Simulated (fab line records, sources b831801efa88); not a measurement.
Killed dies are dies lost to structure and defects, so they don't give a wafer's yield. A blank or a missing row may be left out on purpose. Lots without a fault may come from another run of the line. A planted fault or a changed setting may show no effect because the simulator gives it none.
Which tool did it? | flow gf180mcu | 13 lots, 39 wafers sampled, at 6 steps of a route of 602

WHAT THE GAUGES READ, wafer by wafer
GF_HV_LDD_OVL_MEAS_08.
lot  | measured     | on         | HV_LDD_OVL (nm)
L266 | day 9 18:53  | overlay-02 | -1.7 -1.5 -0.7
L268 | day 10 08:10 | overlay-02 | -2.5 -1.4 -0.9
L270 | day 11 07:17 | overlay-01 | -1.6 -2.1 -2.0
L269 | day 11 07:32 | overlay-02 | -0.2 0.3 0.4
L271 | day 11 23:14 | overlay-02 | 2.5 0.4 1.3
L274 | day 12 19:02 | overlay-01 | -1.9 -2.0 -0.2
L273 | day 12 20:01 | overlay-01 | -0.7 -1.2 -0.5
L275 | day 13 07:17 | overlay-01 | -0.8 -1.1 0.1
L276 | day 13 12:29 | overlay-01 | -0.7 -0.2 -1.1
L277 | day 13 16:38 | overlay-01 | -1.0 -2.6 -1.0
L279 | day 13 23:53 | overlay-02 | -1.5 -2.0 -1.9
L283 | day 15 04:49 | overlay-02 | -2.1 -2.3 -1.4
L289 | day 17 02:43 | overlay-01 | 1.9 -1.8 -0.6

GF_HV_LDD_OVL_MEAS_32.
lot  | measured     | on         | HV_LDD_02_OVL (nm)
L266 | day 11 06:24 | overlay-01 | -0.6 0.0 -0.1
L268 | day 11 20:59 | overlay-01 | 0.8 -0.6 0.2
L270 | day 12 21:16 | overlay-01 | -1.1 -0.8 -1.0
L269 | day 12 22:11 | overlay-01 | -1.8 -1.2 -0.3
L271 | day 13 14:14 | overlay-02 | -0.3 -1.6 0.2
L274 | day 14 11:34 | overlay-02 | 0.9 1.2 -0.4
L273 | day 14 13:28 | overlay-02 | 1.5 2.3 0.9
L275 | day 15 00:29 | overlay-02 | -1.0 -1.9 1.1
L276 | day 15 06:47 | overlay-02 | 0.0 0.4 -0.3
L277 | day 15 11:17 | overlay-01 | -0.5 -0.5 -0.9
L279 | day 15 19:08 | overlay-01 | 1.2 1.6 -0.1
L283 | day 17 01:43 | overlay-01 | 2.8 4.7 2.7
L289 | day 19 01:04 | overlay-01 | 2.1 0.4 1.8

GF_HV_LDD_TW_MEAS_38.
lot  | measured     | on            | HV_LDD_3_TW
L266 | day 11 07:09 | film_metro-01 | 1407 1407 1409
L268 | day 11 21:44 | film_metro-04 | 1431 1442 1431
L270 | day 12 22:01 | film_metro-01 | 1407 1412 1405
L269 | day 12 22:56 | film_metro-03 | 1448 1443 1443
L271 | day 13 14:58 | film_metro-03 | 1446 1447 1454
L274 | day 14 12:19 | film_metro-04 | 1432 1430 1429
L273 | day 14 14:12 | film_metro-04 | 1428 1435 1430
L275 | day 15 01:14 | film_metro-01 | 1424 1420 1426
L276 | day 15 07:58 | film_metro-01 | 1425 1425 1424
L277 | day 15 12:02 | film_metro-04 | 1442 1438 1437
L279 | day 15 19:53 | film_metro-01 | 1387 1381 1379
L283 | day 17 02:27 | film_metro-04 | 1405 1417 1400
L289 | day 19 01:49 | film_metro-01 | 1424 1415 1422

GF_HV_LDD_RS_MEAS_53: measures by four-point-probe.
lot  | measured     | on            | HV_LDD_RS (ohm/sq)
L266 | day 12 02:06 | film_metro-01 | 420.2 419.2 420.7
L268 | day 12 18:02 | film_metro-01 | 419.6 419.5 419.2
L270 | day 13 18:21 | film_metro-03 | 417.4 417.1 417.6
L269 | day 13 19:33 | film_metro-04 | 419.2 418.7 418.0
L271 | day 14 12:31 | film_metro-03 | 417.3 417.6 418.2
L274 | day 15 09:53 | film_metro-01 | 419.0 419.8 417.4
L273 | day 15 12:14 | film_metro-04 | 418.8 418.5 418.9
L275 | day 15 23:26 | film_metro-04 | 418.4 418.6 418.9
L276 | day 16 06:01 | film_metro-03 | 417.6 419.1 417.3
L277 | day 16 10:27 | film_metro-01 | 417.3 419.4 418.4
L279 | day 16 19:06 | film_metro-04 | 373.5 375.4 374.9
L283 | day 18 01:13 | film_metro-03 | 374.5 373.9 374.9
L289 | day 20 02:41 | film_metro-04 | 418.7 418.1 418.6

GF_HV_LDD_THK_MEAS_55.
lot  | measured     | on            | HV_LDD_CVD_54_THK (nm)
L266 | day 12 03:13 | film_metro-01 | 10.15 10.17 10.20
L268 | day 12 19:09 | film_metro-01 | 9.87 10.10 10.10
L270 | day 13 19:29 | film_metro-03 | 10.16 10.10 9.98
L269 | day 13 22:02 | film_metro-03 | 9.86 10.03 10.01
L271 | day 14 14:09 | film_metro-03 | 9.93 10.04 10.06
L274 | day 15 11:32 | film_metro-01 | 9.89 9.96 10.02
L273 | day 15 13:35 | film_metro-03 | 9.81 9.83 9.86
L275 | day 16 00:33 | film_metro-04 | 9.98 10.04 10.09
L276 | day 16 07:08 | film_metro-04 | 10.09 10.10 10.04
L277 | day 16 11:34 | film_metro-03 | 10.09 9.96 10.08
L279 | day 16 20:13 | film_metro-01 | 9.90 9.90 9.86
L283 | day 18 02:24 | film_metro-01 | 9.99 9.91 10.03
L289 | day 20 03:50 | film_metro-03 | 10.10 9.98 9.93

WHICH TOOL RAN EACH LOT (tool, then ch and the chambers of the sampled wafers, then the start)
lot  | GF_HV_LDD_IMPLANT_36
L266 | implanter-02 ch 0, day 11 06:56
L268 | implanter-04 ch 0, day 11 21:31
L270 | implanter-01 ch 0, day 12 21:46
L269 | implanter-02 ch 0, day 12 22:44
L271 | implanter-02 ch 0, day 13 14:44
L274 | implanter-04 ch 0, day 14 12:05
L273 | implanter-04 ch 0, day 14 13:57
L275 | implanter-04 ch 0, day 15 01:01
L276 | implanter-02 ch 0, day 15 07:37
L277 | implanter-04 ch 0, day 15 11:49
L279 | implanter-02 ch 0, day 15 19:41
L283 | implanter-02 ch 0, day 17 02:12
L289 | implanter-04 ch 0, day 19 01:34
- GF_HV_LDD_IMPLANT_36

WHAT THE TOOLS THEMSELVES READ (means of the sampled wafers that have a number; where no wafer has one, the mark that the record gives instead)
GF_HV_LDD_IMPLANT_36.
lot  | tool         | tilt_deg (degrees)
L266 | implanter-02 | 30.004
L268 | implanter-04 | 30.024
L270 | implanter-01 | 30.006
L269 | implanter-02 | 30.031
L271 | implanter-02 | 30.002
L274 | implanter-04 | 29.988
L273 | implanter-04 | 30.013
L275 | implanter-04 | 30.009
L276 | implanter-02 | 30.020
L277 | implanter-04 | 30.002
L279 | implanter-02 | 0.030
L283 | implanter-02 | -0.009
L289 | implanter-04 | 29.996

THE ANSWER, worked out from the rows above alone
Rule: what is usual is taken from the lots themselves. Put in order of their means at a reading, lots are off if they are a third of the lots or fewer, leave a main group of 4 or more, and stand apart from it by a gap of 3 or more times the standard deviation of the main group's means; of several such gaps the widest counts. A main group whose means are all the same, to the digits that the tables above print for the reading, isn't used. A lot without any number at a reading at which 4 lots or more have one is off too. The other lots that the step has rows for count as sound. The gauges are gone through in route order, then the tools' own readings, and for those a lot's mean is taken as printed above. The first step at which some lot is off is used, and at that step the reading that is off furthest; a lot without a number counts as furthest.
Off: L279, L283, at GF_HV_LDD_RS_MEAS_53 (HV_LDD_RS). The main group: mean 418.6 ohm/sq, standard deviation 0.71.
A tool fits if, at a process step before that reading, it ran every lot that is off, and no sound lot after the first of them. The gauges at GF_HV_LDD_RS_MEAS_53 aren't tried: what is off there is off at GF_HV_LDD_IMPLANT_36 too, on other tools, and a gauge's error can't cause that. One fits: implanter-02 at GF_HV_LDD_IMPLANT_36. Its last sound lot is L276 (day 15 07:37), its first lot that is off L279 (day 15 19:41): a fault that began between those two fits.
The tool's own readings at GF_HV_LDD_IMPLANT_36 bear it out: on the lots that are off they differ by more than 5 times the standard deviation of the sound lots' means. tilt_deg reads 0.010 degrees there against 30.009 degrees on the sound lots.

WHAT THE SIMULATOR HAD PUT IN
Process parameter drift: implanter-02, from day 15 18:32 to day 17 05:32, at GF_HV_LDD_IMPLANT_36. Setting tilt_deg, moved by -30, from 30. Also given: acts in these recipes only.
Lots struck among those shown: L279, L283. The rule above found the same.
